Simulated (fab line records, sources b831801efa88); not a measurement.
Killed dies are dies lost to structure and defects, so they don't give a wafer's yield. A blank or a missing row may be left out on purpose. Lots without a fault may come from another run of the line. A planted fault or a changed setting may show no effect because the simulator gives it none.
Chamber matching | flow sky130 | SKY_VIA1_CMP_24 on cmp-02: 4 sister chambers
The step polishes, stops on SiO2, t overpolish 15 s, target thk 0 nm. 27 wafers are shown with their chamber, then 12 later ones without.

WAFERS WITH THEIR CHAMBER
wafer  | chamber | motor_current_A (A) | time_to_endpoint_s (s) | edge_zone_pressure_frac
L074.1 | 3       | 12.6                | 66.7                   | 0.996
L074.5 | 1       | 10.6                | 66.5                   | 1.004
L074.6 | 2       | 12.7                | 63.7                   | 0.989
L075.2 | 0       | 10.3                | 66.7                   | 1.004
L075.4 | 3       | 12.3                | 68.4                   | 1.004
L075.5 | 3       | 12.9                | 70.1                   | 0.998
L076.1 | 3       | 12.2                | 66.1                   | 0.998
L076.2 | 2       | 12.2                | 63.8                   | 0.994
L076.6 | 2       | 11.7                | 65.4                   | 0.994
L081.3 | 1       | 10.4                | 66.3                   | 0.996
L081.4 | 0       | 10.2                | 60.6                   | 1.001
L081.6 | 2       | 11.8                | 64.4                   | 1.001
L082.1 | 1       | 11.2                | 66.6                   | 0.995
L082.2 | 3       | 12.7                | 70.2                   | 0.998
L082.4 | 0       | 10.7                | 66.2                   | 0.998
L083.2 | 2       | 13.1                | 63.6                   | 1.001
L083.4 | 3       | 12.7                | 67.2                   | 0.991
L083.6 | 1       | 11.2                | 67.9                   | 0.999
L088.1 | 1       | 10.6                | 63.9                   | 1.005
L088.2 | 0       | 10.8                | 65.1                   | 1.003
L088.3 | 2       | 12.6                | 64.4                   | 1.003
L089.1 | 1       | 11.1                | 63.9                   | 1.001
L089.5 | 1       | 10.5                | 61.2                   | 1.001
L089.6 | 2       | 12.7                | 63.6                   | 0.998
L091.3 | 3       | 12.2                | 65.6                   | 1.001
L091.5 | 3       | 13.2                | 69.3                   | 0.998
L091.6 | 2       | 12.3                | 64.3                   | 0.999

SIGNATURES (means of the wafers above)
reading                 | chamber 0 | chamber 1 | chamber 2 | chamber 3 | scatter within a chamber
motor_current_A         | 10.500    | 10.800    | 12.387    | 12.600    | 0.389
time_to_endpoint_s      | 64.650    | 65.186    | 64.150    | 67.950    | 1.87
edge_zone_pressure_frac | 1.00150   | 1.00014   | 0.99737   | 0.99800   | 0.00394
Rule: a wafer's distance from a chamber is the root of the sum, over the readings, of the square of ((its reading less the chamber's mean) divided by the reading's scatter). The wafer belongs to the nearest chamber; if the next one is less than 2 further off, it can't be placed. The scatter: the root of (the sum of the squares of (reading less its chamber's mean) over the shown wafers, divided by (wafers less chambers)).

WAFERS WITHOUT THEIR CHAMBER
wafer  | motor_current_A (A) | time_to_endpoint_s (s) | edge_zone_pressure_frac
L092.2 | 10.8                | 64.5                   | 1.000
L092.5 | 11.0                | 65.9                   | 0.999
L092.6 | 12.9                | 68.0                   | 1.000
L094.1 | 10.4                | 65.5                   | 1.002
L094.4 | 12.3                | 64.9                   | 1.008
L094.5 | 10.5                | 65.3                   | 1.000
L096.2 | 12.3                | 59.5                   | 1.000
L096.4 | 12.1                | 59.5                   | 0.999
L096.5 | 12.3                | 59.1                   | 1.004
L097.3 | 12.1                | 61.2                   | 0.998
L097.4 | 11.1                | 59.8                   | 1.003
L097.5 | 10.8                | 59.3                   | 1.000

WHICH CHAMBER EACH WENT THROUGH
wafer  | from the rows above          | in truth
L092.2 | can't be placed: 1 or 0      | 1
L092.5 | can't be placed: 1 or 0      | 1
L092.6 | can't be placed: 3 or 2      | 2
L094.1 | can't be placed: 0 or 1      | 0
L094.4 | can't be placed: 2 or 3 or 1 | 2
L094.5 | can't be placed: 0 or 1      | 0
L096.2 | 2                            | 2
L096.4 | can't be placed: 2 or 1      | 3
L096.5 | can't be placed: 2 or 3 or 1 | 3
L097.3 | 2                            | 2
L097.4 | can't be placed: 0 or 1 or 2 | 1
L097.5 | can't be placed: 0 or 1 or 2 | 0
Placed correctly: 2 of 12. Can't be placed from these rows: 10 (the true chamber is among the candidates in 9). Placed wrongly: 0.
